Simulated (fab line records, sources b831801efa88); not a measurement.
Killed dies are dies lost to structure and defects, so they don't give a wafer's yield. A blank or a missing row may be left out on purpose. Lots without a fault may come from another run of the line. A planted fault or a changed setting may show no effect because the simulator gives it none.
Chamber matching | flow sky130 | SKY_CONTACT_CVD_00 on pecvd-04: 3 sister chambers
The step deposits Si3N4, target thk 75 nm. 18 wafers are shown with their chamber, then 9 later ones without.

WAFERS WITH THEIR CHAMBER
wafer  | chamber | heater_power_w (W)
L075.1 | 1       | 761
L075.5 | 0       | 634
L075.6 | 1       | 740
L079.3 | 2       | 750
L079.4 | 0       | 673
L079.5 | 2       | 772
L081.1 | 2       | 758
L081.4 | 1       | 687
L081.5 | 2       | 761
L083.3 | 2       | 788
L083.4 | 1       | 764
L083.6 | 0       | 622
L084.1 | 2       | 725
L084.2 | 0       | 657
L084.6 | 1       | 745
L090.2 | 0       | 583
L090.3 | 1       | 742
L090.4 | 0       | 603

SIGNATURES (means of the wafers above)
reading        | chamber 0 | chamber 1 | chamber 2 | scatter within a chamber
heater_power_w | 628.67    | 739.83    | 759.00    | 27.9
Rule: a wafer's distance from a chamber is the root of the sum, over the readings, of the square of ((its reading less the chamber's mean) divided by the reading's scatter). The wafer belongs to the nearest chamber; if the next one is less than 2 further off, it can't be placed. The scatter: the root of (the sum of the squares of (reading less its chamber's mean) over the shown wafers, divided by (wafers less chambers)).

WAFERS WITHOUT THEIR CHAMBER
wafer  | heater_power_w (W)
L093.1 | 776
L093.5 | 633
L093.6 | 688
L096.3 | 671
L096.4 | 698
L096.5 | 569
L097.1 | 640
L097.3 | 758
L097.5 | 763

WHICH CHAMBER EACH WENT THROUGH
wafer  | from the rows above          | in truth
L093.1 | can't be placed: 2 or 1      | 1
L093.5 | 0                            | 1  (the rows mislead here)
L093.6 | can't be placed: 1 or 0 or 2 | 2
L096.3 | can't be placed: 0 or 1 or 2 | 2
L096.4 | can't be placed: 1 or 2 or 0 | 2
L096.5 | 0                            | 0
L097.1 | 0                            | 0
L097.3 | can't be placed: 2 or 1      | 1
L097.5 | can't be placed: 2 or 1      | 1
Placed correctly: 2 of 9. Can't be placed from these rows: 6 (the true chamber is among the candidates in 6). Placed wrongly: 1.
